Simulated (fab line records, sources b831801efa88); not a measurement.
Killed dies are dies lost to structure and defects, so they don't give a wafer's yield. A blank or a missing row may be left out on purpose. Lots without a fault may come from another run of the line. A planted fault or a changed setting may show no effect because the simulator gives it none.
fab line records | flow sky130
record lots=6 wafers=18 last_day=50
route steps=708 shown VIA1@473 METAL2@483 PAD_OPEN@708
lots that met no fault: from a run of the same line without faults
start_h: hours from the record's first day to the start of the lot's first wafer shown | wait_h: hours since the lot's step before | " the same as in the row above | L1.1+2: a row that stands for several wafers | - no value, or no start given | * or withheld: withheld | < > ~ a bound
route shown NAME@n: a module of which the file shows steps, and the number in the route of the first | usual: mean/standard deviation of fault-free wafers | same: alike in all rows | chamber/n: place in a boat | sites: the reading at each site | _std_site: their standard deviation | _edge_site: outer sites' mean less inner sites' | radius_mm: how far each site lies from the wafer's centre | mask NAME#n: copy n | behind: the tool/chamber that last shaped the wafer | hold: why the lot was held/for how many hours/how that ended | device: the transistor (n, p or np) that didn't switch | end of line: the same wafers' tests at the end of the route | a step without rows: its recipe alone | killed: dies lost to structure and defects at the first sort, not the wafer's yield | map: a wafer's dies, x killed, . not, _ none there
set.NAME: the setting as run; set.NAME@STEP: as run at that earlier step | model.NAME: the simulator's own value behind a step, which no gauge read
lots at some steps of the route; a table a step, a row a wafer
services: from which hour (start_h, from the record's first day; less than 0 if before it) a tool's chamber was out of use, for how many hours, and why
## steps
# step SKY_VIA1_ETCH_15
# recipe target=SiO2 chemistry=C4F8/O2/Ar target_depth_nm=351 stop_on=TiN mask_material=KrF-thick source_w=1500 bias_w=1200 pressure_mtorr=40 c4f8_flow_sccm=withheld O2_flow_sccm=6 Ar_flow_sccm=300 time_s=54
# usual chamber_pressure_mTorr=40.00/0.034 oes_product_au=0.982/0.0052
# columns lot.wafer tool chamber start_h wait_h chamber_pressure_mTorr oes_product_au rf_hours_counter_h
L401.3 rie_diel-02 1 829.22 0.0 40.01 0.971 4
L401.4 " 2 " " 39.99 0.979 -
L401.5 " 3 " " 40.01 0.982 -
L412.3 rie_diel-04 0 908.16 0.0 40.01 0.975 2
L412.4 " 2 " " 40.11 0.983 16
L412.5 " 0 " " 39.97 0.993 -
L413.1 rie_diel-04 3 912.97 0.0 39.99 0.979 12
L413.4 " 0 " " 39.99 0.975 3
L413.5 " 1 " " 40.01 0.977 -
L416.3 rie_diel-03 2 928.17 0.0 39.96 0.982 13
L416.4 " 1 " " 40.03 0.990 -
L416.5 " 3 " " 39.98 0.984 -
L415.3 rie_diel-02 3 929.36 0.0 40.03 0.989 6
L415.4 " 0 " " 39.99 0.979 2
L415.5 " 1 " " 39.99 0.985 -
L418.3 rie_diel-04 1 947.83 0.0 40.04 0.985 5
L418.4 " 3 " " 40.03 0.983 13
L418.6 " 2 " " 39.98 0.980 -
# step SKY_VIA1_STRIP_16
# recipe chemistry=O2/N2 power_w=1400 pressure_mtorr=1500 platen_temp_c=withheld o2_flow_sccm=3000 n2_flow_sccm=300 overash_fraction=0.5
# usual chamber_pressure_mTorr=1500.2/1.3 drypump_motor_current_A=5.4/0.41 n2_flow_sccm=300.1/0.89 oes_product_au=0.416/0.0048 strip_time_to_endpoint_s=4.459/0.021
# columns lot.wafer tool chamber start_h wait_h chamber_pressure_mTorr drypump_motor_current_A n2_flow_sccm oes_product_au rf_hours_counter_h strip_time_to_endpoint_s
L401.3 plasma_asher-03 1 829.30 0.1 1501.3 5.4 299.1 0.416 - 4.504
L401.4 " 0 " " 1499.5 6.1 300.0 0.426 - 4.497
L401.5 " 1 " " 1501.1 5.3 299.2 0.414 - 4.491
L412.3 plasma_asher-02 1 908.24 0.1 1500.2 5.7 301.3 0.418 - 4.466
L412.4 " 0 " " 1501.0 5.0 300.6 0.414 - 4.435
L412.5 " 1 " " 1502.7 5.7 300.6 0.412 - 4.440
L413.1 plasma_asher-01 1 913.01 0.0 1500.1 5.0 299.1 0.414 50 4.452
L413.4 " 0 " " 1500.1 5.1 299.0 0.409 - 4.435
L413.5 " 0 " " 1501.3 5.1 299.2 0.421 - 4.427
L416.3 plasma_asher-01 1 928.25 0.1 1499.0 5.0 300.3 0.411 - 4.475
L416.4 " 0 " " 1501.9 5.1 300.0 0.420 - 4.473
L416.5 " 0 " " 1499.8 5.0 298.9 0.422 - 4.460
L415.3 plasma_asher-01 1 929.44 0.1 1501.0 5.0 300.8 0.412 - 4.484
L415.4 " 0 " " 1500.7 5.1 298.0 0.415 - 4.469
L415.5 " 0 " " 1499.9 5.1 297.6 0.412 - 4.460
L418.3 plasma_asher-03 1 947.91 0.1 1501.2 5.3 299.3 0.416 - 4.430
L418.4 " 0 " " 1499.5 6.1 300.7 0.417 - 4.440
L418.6 " 0 " " 1500.2 6.1 301.0 0.412 - 4.429
# step SKY_VIA1_STRIP_17
# recipe chemistry=post_etch_residue_remover time_s=1200 temp_c=72.5
# step SKY_VIA1_CLEAN_18
# recipe chemistry=IPA time_s=180 temp_c=25
# step SKY_VIA1_CLEAN_19
# recipe chemistry=O3/DIW dry=n2_spin
# step SKY_VIA1_SPUTTER_20
# recipe material=TiN target_thk_nm=20 chamber_pressure_pa=5 power_w=4000 time_s=80
# usual throttle_valve_pct=29.7/0.93
# columns lot.wafer tool chamber start_h wait_h throttle_valve_pct
L401.3 pvd_sputter-02 - 829.98 0.0 29.1
L401.4 " - " " 29.6
L401.5 " - " " 28.2
L412.3 pvd_sputter-02 - 908.83 0.0 28.2
L412.4 " - " " 30.3
L412.5 " - " " 29.8
L413.1 pvd_sputter-03 - 913.62 0.0 30.5
L413.4 " - " " 29.7
L413.5 " - " " 30.2
L416.3 pvd_sputter-03 - 929.21 0.0 30.0
L416.4 " - " " 30.2
L416.5 " - " " 30.2
L415.3 pvd_sputter-04 - 930.41 0.0 28.5
L415.4 " - " " 29.6
L415.5 " - " " 30.4
L418.3 pvd_sputter-03 - 948.46 0.0 30.1
L418.4 " - " " 29.8
L418.6 " - " " 28.5
# step SKY_VIA1_CVD_21
# recipe material=W target_thk_nm=270 time_s=80.902 temp_c=400 pressure_torr=40
# step SKY_VIA1_RS_MEAS_22
# recipe thk_meas_gauge=four-point-probe reads=W_of_VIA1_CVD_21+TiN_of_VIA1_SPUTTER_20
# usual VIA1_W_RS=0.427/0.0039
# columns lot.wafer tool chamber start_h wait_h VIA1_W_RS[ohm/sq]
L401.3 film_metro-02 - 830.17 0.1 0.430
L401.4 " - " " 0.433
L401.5 " - " " 0.426
L412.3 film_metro-04 - 909.03 0.1 0.434
L412.4 " - " " 0.432
L412.5 " - " " 0.431
L413.1 film_metro-02 - 913.77 0.1 0.427
L413.4 " - " " 0.423
L413.5 " - " " 0.426
L416.3 film_metro-04 - 929.41 0.1 0.426
L416.4 " - " " 0.426
L416.5 " - " " 0.426
L415.3 film_metro-03 - 930.61 0.1 0.427
L415.4 " - " " 0.434
L415.5 " - " " 0.432
L418.3 film_metro-04 - 948.66 0.1 0.425
L418.4 " - " " 0.427
L418.6 " - " " 0.427
# step SKY_VIA1_THK_MEAS_23
# recipe thk_meas_gauge=xrf reads=W_of_VIA1_CVD_21
# usual VIA1_W_THK=275/4.2
# columns lot.wafer tool chamber start_h wait_h VIA1_W_THK[nm]
L401.3 film_metro-02 - 830.27 0.1 277
L401.4 " - " " 275
L401.5 " - " " 280
L412.3 film_metro-04 - 909.13 0.1 269
L412.4 " - " " 270
L412.5 " - " " 271
L413.1 film_metro-02 - 913.89 0.1 279
L413.4 " - " " 281
L413.5 " - " " 279
L416.3 film_metro-04 - 929.51 0.1 278
L416.4 " - " " 276
L416.5 " - " " 276
L415.3 film_metro-03 - 930.71 0.1 270
L415.4 " - " " 266
L415.5 " - " " 268
L418.3 film_metro-04 - 948.76 0.1 276
L418.4 " - " " 274
L418.6 " - " " 275
# step SKY_VIA1_CMP_24
# recipe stop_on=SiO2 t_overpolish_s=15 down_force_psi=3.5 platen_rpm=60 target_thk_nm=0 pad_velocity_m_s=0.94248
# step SKY_METAL2_SPUTTER_00
# recipe material=Ti target_thk_nm=15 power_w=3000 time_s=10 chamber_pressure_pa=0.4
# usual throttle_valve_pct=30.1/0.89
# columns lot.wafer tool chamber start_h wait_h throttle_valve_pct
L401.3 pvd_sputter-01 - 830.61 0.2 30.9
L401.4 " - " " 31.7
L401.5 " - " " 31.6
L412.3 pvd_sputter-01 - 909.47 0.1 29.6
L412.4 " - " " 30.2
L412.5 " - " " 29.9
L413.1 pvd_sputter-01 - 914.25 0.1 29.8
L413.4 " - " " 31.0
L413.5 " - " " 31.4
L416.3 pvd_sputter-03 - 929.85 0.2 30.2
L416.4 " - " " 28.4
L416.5 " - " " 28.3
L415.3 pvd_sputter-03 - 931.05 0.2 28.5
L415.4 " - " " 30.4
L415.5 " - " " 28.3
L418.3 pvd_sputter-02 - 949.44 0.1 29.4
L418.4 " - " " 28.5
L418.6 " - " " 29.8
# step SKY_METAL2_SPUTTER_01
# recipe material=TiN target_thk_nm=20 power_w=6500 time_s=16.7 chamber_pressure_pa=0.4
# step SKY_METAL2_SPUTTER_02
# recipe material=AlCu target_thk_nm=250 power_w=10600 time_s=13.3 chamber_pressure_pa=0.4
# usual throttle_valve_pct=30.1/0.89
# columns lot.wafer tool chamber start_h wait_h throttle_valve_pct model.AlCu_of_METAL2_SPUTTER_02.thk_nm
L401.3 pvd_sputter-01 - 830.66 0.0 31.1 247.8
L401.4 " - " " 31.9 248
L401.5 " - " " 31.4 249.9
L412.3 pvd_sputter-01 - 909.52 0.0 29.7 229.8
L412.4 " - " " 30.3 246.6
L412.5 " - " " 29.9 230
L413.1 pvd_sputter-01 - 914.30 0.0 29.6 234.8
L413.4 " - " " 31.2 251.7
L413.5 " - " " 31.3 250.5
L416.3 pvd_sputter-03 - 929.89 0.0 30.0 249.2
L416.4 " - " " 28.5 247.5
L416.5 " - " " 28.4 248.8
L415.3 pvd_sputter-03 - 931.09 0.0 28.4 249.9
L415.4 " - " " 30.1 250.5
L415.5 " - " " 28.6 250.3
L418.3 pvd_sputter-02 - 949.49 0.0 29.5 246.6
L418.4 " - " " 28.2 247.3
L418.6 " - " " 30.0 245.3
# step SKY_METAL2_SPUTTER_03
# recipe material=Ti target_thk_nm=5 power_w=3000 time_s=3.3 chamber_pressure_pa=0.4
# usual throttle_valve_pct=30.1/0.9
# columns lot.wafer tool chamber start_h wait_h throttle_valve_pct
L401.3 pvd_sputter-01 - 830.68 0.0 31.3
L401.4 " - " " 31.9
L401.5 " - " " 31.6
L412.3 pvd_sputter-01 - 909.54 0.0 29.7
L412.4 " - " " 30.1
L412.5 " - " " 29.6
L413.1 pvd_sputter-01 - 914.32 0.0 29.8
L413.4 " - " " 31.2
L413.5 " - " " 31.1
L416.3 pvd_sputter-03 - 929.92 0.0 30.1
L416.4 " - " " 28.5
L416.5 " - " " 28.5
L415.3 pvd_sputter-03 - 931.12 0.0 28.4
L415.4 " - " " 30.1
L415.5 " - " " 28.8
L418.3 pvd_sputter-02 - 949.52 0.0 29.3
L418.4 " - " " 28.3
L418.6 " - " " 30.0
# step SKY_METAL2_SPUTTER_04
# recipe material=TiN target_thk_nm=70 power_w=6500 time_s=58.3 chamber_pressure_pa=0.4
# step SKY_METAL2_RS_MEAS_05
# recipe thk_meas_gauge=four-point-probe reads=TiN_of_METAL2_SPUTTER_04+Ti_of_METAL2_SPUTTER_03+AlCu_of_METAL2_SPUTTER_02+TiN_of_METAL2_SPUTTER_01+Ti_of_METAL2_SPUTTER_00
# usual METAL2_ALCU_RS=0.1275/0.0013
# columns lot.wafer tool chamber start_h wait_h hold METAL2_ALCU_RS[ohm/sq]
L401.3 film_metro-01 - 830.79 0.1 - 0.1280
L401.4 " - " " - 0.1276
L401.5 " - " " - 0.1268
L412.3 film_metro-01 - 909.65 0.1 await_dispo/0.2h/release 0.1384
L412.4 " - " " await_dispo/0.2h/release 0.1289
L412.5 " - " " await_dispo/0.2h/release 0.1385
L412.3 film_metro-01 - 909.93 0.3 - 0.1385
L412.4 " - " " - 0.1287
L412.5 " - " " - 0.1387
L413.1 film_metro-04 - 914.39 0.0 await_dispo/0.2h/release 0.1354
L413.4 " - " " await_dispo/0.2h/release 0.1259
L413.5 " - " " await_dispo/0.2h/release 0.1267
L413.1 film_metro-04 - 914.68 0.3 - 0.1354
L413.4 " - " " - 0.1260
L413.5 " - " " - 0.1267
L416.3 film_metro-04 - 930.03 0.1 - 0.1273
L416.4 " - " " - 0.1283
L416.5 " - " " - 0.1275
L415.3 film_metro-01 - 931.23 0.1 - 0.1268
L415.4 " - " " - 0.1264
L415.5 " - " " - 0.1267
L418.3 film_metro-04 - 949.62 0.1 - 0.1287
L418.4 " - " " - 0.1284
L418.6 " - " " - 0.1293
# step SKY_METAL2_THK_MEAS_06
# recipe thk_meas_gauge=xrf reads=AlCu_of_METAL2_SPUTTER_02
# usual METAL2_ALCU_THK=253.4/3
# columns lot.wafer tool chamber start_h wait_h hold METAL2_ALCU_THK[nm]
L401.3 film_metro-01 - 830.89 0.1 - 252.4
L401.4 " - " " - 252.2
L401.5 " - " " - 254.2
L413.1 film_metro-04 - 916.08 1.4 await_dispo/0.2h/release 237.1
L413.4 " - " " await_dispo/0.2h/release 254.4
L413.5 " - " " await_dispo/0.2h/release 252.0
L413.1 film_metro-04 - 916.31 0.2 - 237.6
L413.4 " - " " - 254.6
L413.5 " - " " - 252.8
L412.3 film_metro-01 - 916.59 6.6 await_dispo/0.2h/release 234.0
L412.4 " - " " await_dispo/0.2h/release 250.7
L412.5 " - " " await_dispo/0.2h/release 235.1
L412.3 film_metro-01 - 916.82 0.2 - 233.9
L412.4 " - " " - 252.3
L412.5 " - " " - 235.4
L416.3 film_metro-04 - 930.13 0.1 - 251.8
L416.4 " - " " - 249.0
L416.5 " - " " - 250.2
L415.3 film_metro-01 - 931.33 0.1 - 258.1
L415.4 " - " " - 253.3
L415.5 " - " " - 255.1
L418.3 film_metro-04 - 949.72 0.1 - 249.4
L418.4 " - " " - 249.7
L418.6 " - " " - 249.6
# step SKY_PAD_OPEN_PROBE_99
# usual defect_limited_yield=82.4/2.1 killed_at_M0_to_M3=44/7.3 killed_at_M4_up=3.0/1.9 killed_at_contacts=24/5 killed_at_front_end=16/4.5 killed_at_other=0.3/0.46 killed_dies=87/10 killed_open=47/8.3 killed_short=39/6.4 sort_bin_3_pad_short=0.8/0.43 sort_bin_5_function=10.5/1.6 sort_bin_6_memory=6.3/1.1 sort_n_pass=405/10 sort_yield_pct=82.4/2.1
# same gross_dies=492 killed_at_back_side=0 sort_bin_4_leakage[%]=0 sort_bin_8_speed[%]=0
# columns lot.wafer tool chamber start_h wait_h defect_limited_yield[%] killed_at_M0_to_M3 killed_at_M4_up killed_at_contacts killed_at_front_end killed_at_other killed_dies killed_open killed_short sort_bin_3_pad_short[%] sort_bin_5_function[%] sort_bin_6_memory[%] sort_n_pass sort_yield_pct[%] model.etest.met2.line_ohm_um model.etest.met2.rs_ohm_sq
L401.3 prober-01 - 1102.83 0.2 78.7 56 2 27 20 0 105 66 39 1.8 12.0 7.5 387 78.7 0.9013 0.1285
L401.4 prober-01 - 1102.88 0.2 80.1 50 4 23 21 0 98 62 36 1.6 12.4 5.9 394 80.1 0.8907 0.1307
L401.5 prober-01 - 1102.93 0.2 77.4 58 8 24 21 0 111 66 45 0.6 14.4 7.5 381 77.4 0.9224 0.128
L412.3 prober-02 - 1162.85 0.2 81.3 45 6 23 18 0 92 52 40 1.2 11.2 6.3 400 81.3 0.9773 0.1405
L412.4 prober-02 - 1162.90 0.2 83.5 41 5 23 12 0 81 43 38 0.6 10.6 5.3 411 83.5 0.9257 0.1298
L412.5 prober-02 - 1162.95 0.2 85.0 43 1 16 13 1 74 33 41 0.6 9.6 4.9 418 85.0 0.9494 0.1386
L413.1 prober-01 - 1166.23 0.1 81.5 49 4 23 14 1 91 42 49 1.0 11.8 5.7 401 81.5 0.9704 0.136
L413.4 prober-01 - 1166.38 0.2 82.5 47 0 19 20 0 86 40 46 1.0 10.2 6.3 406 82.5 0.9239 0.1278
L413.5 prober-01 - 1166.43 0.2 82.1 41 3 32 12 0 88 48 40 0.8 10.4 6.7 404 82.1 0.9021 0.1272
L415.3 prober-01 - 1177.27 0.2 81.1 49 2 22 19 1 93 53 40 1.0 11.8 6.1 399 81.1 0.9099 0.1299
L415.4 prober-01 - 1177.32 0.2 84.1 43 1 21 13 0 78 36 42 1.4 8.9 5.5 414 84.1 0.913 0.1285
L415.5 prober-01 - 1177.37 0.2 83.5 42 1 20 17 1 81 47 34 0.6 8.5 7.3 411 83.5 0.8918 0.1271
L416.3 prober-02 - 1177.88 0.2 84.8 35 3 25 12 0 75 45 30 0.6 9.8 4.9 417 84.8 0.9032 0.1278
L416.4 prober-02 - 1177.93 0.2 83.9 35 4 27 13 0 79 43 36 0.6 11.2 4.3 413 83.9 0.9208 0.1297
L416.5 prober-02 - 1177.98 0.2 84.3 38 3 21 15 0 77 35 42 1.2 9.1 5.3 415 84.3 0.9372 0.1291
L418.3 prober-02 - 1189.29 0.2 84.3 38 2 22 15 0 77 53 24 0.2 10.0 5.5 415 84.3 0.9001 0.1291
L418.4 prober-02 - 1189.34 0.2 83.9 47 1 20 11 0 79 45 34 0.2 9.3 6.5 413 83.9 0.9202 0.1287
L418.6 prober-02 - 1189.44 0.2 85.6 37 2 18 14 0 71 34 37 1.4 8.1 4.9 421 85.6 0.914 0.1311
# killed by level:class
L401.3 CONTACT:geometric_particle:open=14 VIA1:geometric_particle:open=12 VIA3:geometric_particle:open=10 FIELD_ISO:geometric_particle:open=8 LI_CONTACT:geometric_particle:open=6 VIA1:geometric_particle:short=6 VIA2:geometric_particle:open=5 FIELD_ISO:geometric_particle:short=5
L401.4 VIA1:geometric_particle:open=12 CONTACT:geometric_particle:open=10 VIA3:geometric_particle:open=8 FIELD_ISO:geometric_particle:open=7 LI_CONTACT:geometric_particle:open=7 VIA3:geometric_particle:short=6 VIA1:geometric_particle:short=5 VIA2:geometric_particle:open=5
L401.5 VIA3:geometric_particle:open=12 CONTACT:geometric_particle:open=12 VIA1:geometric_particle:open=11 VIA1:geometric_particle:short=8 POLY_GATE:geometric_particle:open=7 VIA2:geometric_particle:open=7 VIA3:geometric_particle:short=6 LI_CONTACT:geometric_particle:open=5
L412.3 VIA1:geometric_particle:open=12 CONTACT:geometric_particle:open=9 VIA3:geometric_particle:open=7 FIELD_ISO:geometric_particle:open=6 VIA2:geometric_particle:open=6 METAL2:geometric_particle:short=6 LI_CONTACT:geometric_particle:open=5 FIELD_ISO:geometric_particle:short=4
L412.4 METAL1:geometric_particle:short=10 CONTACT:geometric_particle:open=9 VIA3:geometric_particle:open=8 VIA1:geometric_particle:open=6 LI_CONTACT:geometric_particle:open=6 FIELD_ISO:geometric_particle:open=5 METAL4:geometric_particle:short=4 VIA2:geometric_particle:short=4
L412.5 VIA1:geometric_particle:open=10 METAL1:geometric_particle:short=8 LI_CONTACT:geometric_particle:open=7 FIELD_ISO:geometric_particle:short=4 FIELD_ISO:geometric_particle:open=4 LI_CONTACT:geometric_particle:short=4 VIA2:geometric_particle:open=4 VIA3:geometric_particle:short=4
L413.1 METAL1:geometric_particle:short=12 VIA1:geometric_particle:open=8 LI_CONTACT:geometric_particle:open=6 VIA3:geometric_particle:open=6 POLY_GATE:geometric_particle:short=5 LOCAL_INTERCONNECT:geometric_particle:short=5 METAL2:geometric_particle:short=5 CONTACT:geometric_particle:open=4
L413.4 VIA3:geometric_particle:open=9 LI_CONTACT:geometric_particle:open=8 VIA1:geometric_particle:open=7 METAL1:geometric_particle:short=7 POLY_GATE:geometric_particle:short=6 VIA1:geometric_particle:short=6 FIELD_ISO:geometric_particle:short=5 METAL2:geometric_particle:short=5
L413.5 CONTACT:geometric_particle:open=12 LOCAL_INTERCONNECT:geometric_particle:short=10 VIA1:geometric_particle:open=7 POLY_GATE:geometric_particle:open=6 VIA2:geometric_particle:open=6 METAL1:geometric_particle:short=5 VIA3:geometric_particle:open=5 LI_CONTACT:geometric_particle:open=5
L415.3 CONTACT:geometric_particle:open=10 METAL1:geometric_particle:short=9 VIA1:geometric_particle:open=9 VIA2:geometric_particle:open=7 METAL3:geometric_particle:short=6 POLY_GATE:geometric_particle:open=5 LI_CONTACT:geometric_particle:open=5 LOCAL_INTERCONNECT:geometric_particle:short=5
L415.4 METAL2:geometric_particle:short=9 VIA1:geometric_particle:open=8 METAL1:geometric_particle:short=7 VIA2:geometric_particle:open=6 CONTACT:geometric_particle:open=6 LI_CONTACT:geometric_particle:open=5 CONTACT:geometric_particle:short=5 FIELD_ISO:geometric_particle:short=4
L415.5 CONTACT:geometric_particle:open=9 METAL2:geometric_particle:short=7 VIA1:geometric_particle:open=7 VIA3:geometric_particle:open=6 LI_CONTACT:geometric_particle:open=5 METAL1:geometric_particle:short=5 VIA2:geometric_particle:open=5 FIELD_ISO:geometric_particle:open=4
L416.3 VIA1:geometric_particle:open=10 CONTACT:geometric_particle:short=8 LI_CONTACT:geometric_particle:open=7 CONTACT:geometric_particle:open=7 VIA2:geometric_particle:open=7 POLY_GATE:geometric_particle:short=4 METAL1:geometric_particle:short=4 VIA1:geometric_particle:short=3
L416.4 CONTACT:geometric_particle:open=11 VIA1:geometric_particle:open=7 POLY_GATE:geometric_particle:short=6 LI_CONTACT:geometric_particle:open=6 VIA2:geometric_particle:open=6 CONTACT:geometric_particle:short=5 POLY_GATE:geometric_particle:open=4 METAL2:geometric_particle:short=4
L416.5 VIA1:geometric_particle:open=8 VIA1:geometric_particle:short=7 CONTACT:geometric_particle:open=6 LI_CONTACT:geometric_particle:short=5 VIA2:geometric_particle:open=5 FIELD_ISO:geometric_particle:open=4 LI_CONTACT:geometric_particle:open=4 CONTACT:geometric_particle:short=4
L418.3 CONTACT:geometric_particle:open=13 VIA1:geometric_particle:open=13 VIA3:geometric_particle:open=7 FIELD_ISO:geometric_particle:open=6 VIA2:geometric_particle:open=6 LI_CONTACT:geometric_particle:open=3 METAL1:geometric_particle:short=3 METAL2:geometric_particle:short=3
L418.4 VIA1:geometric_particle:open=9 VIA3:geometric_particle:open=8 CONTACT:geometric_particle:short=7 CONTACT:geometric_particle:open=7 VIA2:geometric_particle:open=7 METAL2:geometric_particle:short=7 VIA1:geometric_particle:short=4 POLY_GATE:geometric_particle:open=3
L418.6 METAL1:geometric_particle:short=8 CONTACT:geometric_particle:open=6 VIA2:geometric_particle:open=6 FIELD_ISO:geometric_particle:open=5 LI_CONTACT:geometric_particle:open=5 METAL2:geometric_particle:short=5 VIA2:geometric_particle:short=5 LOCAL_INTERCONNECT:geometric_particle:short=4
## services
# columns tool chamber start_h hours kind
rie_diel-04 1 812.84 7.1 repair
rie_diel-04 0 819.92 - clean
rie_diel-04 0 819.92 21.1 scheduled_down
rie_diel-04 0 819.92 21.1 vent_cycle
rie_diel-02 0 821.38 - clean
rie_diel-02 0 821.38 23.7 scheduled_down
rie_diel-02 0 821.38 23.7 vent_cycle
pvd_sputter-02 - 837.47 10.3 repair
rie_diel-03 0 840.05 70.6 repair
pvd_sputter-04 - 843.62 0.5 repair
plasma_asher-03 - 871.62 6.3 repair
plasma_asher-03 - 877.91 10.0 pm
pvd_sputter-02 - 880.16 4.3 repair
plasma_asher-03 - 889.36 1.4 repair
pvd_sputter-02 - 892.28 0.5 repair
pvd_sputter-04 - 905.67 3.5 repair
rie_diel-03 1 908.97 5.3 repair
plasma_asher-01 - 916.76 1.6 repair
pvd_sputter-02 - 919.71 5.0 repair
pvd_sputter-04 - 923.89 1.2 repair
pvd_sputter-01 2 928.20 - consumable_replace:kit
pvd_sputter-01 2 928.20 18.0 scheduled_down
pvd_sputter-01 2 928.20 18.0 vent_cycle
pvd_sputter-02 - 938.01 8.6 repair
## key
first_sign step=SKY_METAL2_RS_MEAS_05 reading=visit direction=added
effect step=SKY_METAL2_RS_MEAS_05 reading=METAL2_ALCU_RS direction=up sigmas=8 usual=0.1275 struck=0.1374
effect step=SKY_METAL2_THK_MEAS_06 reading=visit direction=added
effect step=SKY_METAL2_THK_MEAS_06 reading=METAL2_ALCU_THK direction=down sigmas=6.1 usual=253.4 struck=235.4
model_effect step=SKY_METAL2_SPUTTER_02 value=AlCu_of_METAL2_SPUTTER_02.thk_nm without=247.2 struck=231.5
model_effect step=SKY_PAD_OPEN_PROBE_99 value=etest.met2.line_ohm_um without=0.9022 struck=0.9657
met_at SKY_METAL2_SPUTTER_02
struck_wafers L412.3,L412.5,L413.1
fault kind=process_parameter_drift tool=pvd_sputter-01 chamber=- onset_h=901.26 steps=SKY_METAL2_SPUTTER_02 channel=time_s offset=* shape=step end_h=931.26 acts_in=* stated=* scope=struck_wafers_only
